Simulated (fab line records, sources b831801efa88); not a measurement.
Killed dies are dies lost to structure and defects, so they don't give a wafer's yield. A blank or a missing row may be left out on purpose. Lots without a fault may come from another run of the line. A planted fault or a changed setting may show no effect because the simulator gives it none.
Split-lot experiment | flow gf180mcu | 5 lots, 23 wafers read, on a route of 602 steps

THE SPLIT
At GF_M5_METAL_ETCH_10 (etches the open film in Cl2/BCl3, stops on SiO2, target depth 627.5 nm, time 104.6 s), the setting time_s was moved away from the recipe's 104.6 s on 7 of the 23 wafers read, by -7.6% to +9.8%. The other wafers ran this setting at the recipe's value.

The reading is taken at the split's own step.

THE READING
KrF_of_M5_COAT_02.thk_nm (the simulator's own value, which no gauge read), in nm, at GF_M5_METAL_ETCH_10 (etches the open film in Cl2/BCl3, stops on SiO2, target depth 627.5 nm, time 104.6 s). The file gives no usual value for it. The 16 wafers here that ran the recipe average 701.7 nm, standard deviation 4.3 nm.

wafer  | tool, chamber at the split | time_s as run, s | against the recipe | KrF_of_M5_COAT_02.thk_nm, nm | against lot-mates on the recipe
L079.2 | rie_metal-04, 1            | 113.9            | +8.9%              | 685.6                        | -19.1
L079.3 | rie_metal-04, 0            | 113.9            | +8.9%              | 674.3                        | -30.5
L079.4 | rie_metal-04, 1            | 104.6            | recipe             | 703.6                        | -
L079.5 | rie_metal-04, 1            | 104.6            | recipe             | 705.9                        | -
L079.6 | rie_metal-04, 0            | 113.9            | +8.9%              | 679.6                        | -25.1
L080.2 | rie_metal-02, 0            | 104.6            | recipe             | 696.1                        | -
L080.5 | rie_metal-02, 0            | 104.6            | recipe             | 698.4                        | -
L080.6 | rie_metal-02, 1            | 104.6            | recipe             | 694.6                        | -
L081.1 | rie_metal-03, 0            | 96.62            | -7.6%              | 714.3                        | +12.8
L081.2 | rie_metal-03, 1            | 104.6            | recipe             | 705.5                        | -
L081.3 | rie_metal-03, 1            | 96.62            | -7.6%              | 719.8                        | +18.3
L081.4 | rie_metal-03, 0            | 104.6            | recipe             | 697.9                        | -
L081.5 | rie_metal-03, 1            | 104.6            | recipe             | 701                          | -
L082.1 | rie_metal-02, 1            | 104.6            | recipe             | 699.5                        | -
L082.2 | rie_metal-02, 0            | 104.6            | recipe             | 702.9                        | -
L082.3 | rie_metal-02, 0            | 104.6            | recipe             | 702.4                        | -
L082.5 | rie_metal-02, 1            | 104.6            | recipe             | 698.8                        | -
L082.6 | rie_metal-02, 0            | 104.6            | recipe             | 708                          | -
L084.1 | rie_metal-03, 0            | 104.6            | recipe             | 697.2                        | -
L084.2 | rie_metal-03, 1            | 114.9            | +9.8%              | 684.8                        | -19.2
L084.4 | rie_metal-03, 1            | 104.6            | recipe             | 710                          | -
L084.5 | rie_metal-03, 1            | 104.6            | recipe             | 704.8                        | -
L084.6 | rie_metal-03, 0            | 114.9            | +9.8%              | 673.5                        | -30.5

THE FIT
A straight line over all 23 wafers: KrF_of_M5_COAT_02.thk_nm changes by -2.28 nm for each +1% of time_s; r = -0.92; the points scatter about the line by 4.6 nm.
The same after taking each lot's own level away (the mean of its wafers on the recipe; 23 wafers): -2.5 nm for each +1%; r = -0.95; scatter 4.1 nm.
On that fit, the largest move of time_s shifts the reading by 25 nm.
The lots' own levels span 696.37 to 704.75 nm, that is 1.9 times the standard deviation above.
So the lot-to-lot level changes the slope little: the two slopes agree.
Check: with one of the wafers moved furthest among these (+9.8%) left out of the fit, the line predicts -26.7 nm for it against its lot-mates. It came out at -19.2 nm against them.

OTHER SPLITS ON THESE WAFERS
These wafers also went through other splits before the reading. Each is held against what the fit with the lots' levels taken away leaves over:
other split on the same wafers  | wafers away from the commonest value | r with KrF_of_M5_COAT_02.thk_nm (lot level and that fit taken away)
GF_V4_DEVELOP_13 develop_time_s | 6                                    | +0.34
GF_V4_CVD_23 pressure_torr      | 10                                   | -0.12
GF_MIM_CVD_05 time_s            | 7                                    | -0.31
GF_MIM_SPUTTER_08 power_w       | 9                                    | +0.07
GF_M5_EXPOSE_04 dose_mj         | 9                                    | +0.02

THE WHOLE CHAIN: every reading that the file lists as answering this split, in the file's order
step                | what it does                                                                         | reading                                                                   | change (the file's fit)              | r (the file's)
GF_M5_METAL_ETCH_10 | etches the open film in Cl2/BCl3, stops on SiO2, target depth 627.5 nm, time 104.6 s | KrF_of_M5_COAT_02.thk_nm (the simulator's own value, which no gauge read) | -2.5 nm for each +1% of the setting  | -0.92
GF_M5_STRIP_11      | strips in O2/N2                                                                      | strip_time_to_endpoint_s                                                  | withheld for each +1% of the setting | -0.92

THE FILE'S OWN FIT
KrF_of_M5_COAT_02.thk_nm changes by -2.5 nm for each +1% of time_s, r = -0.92.
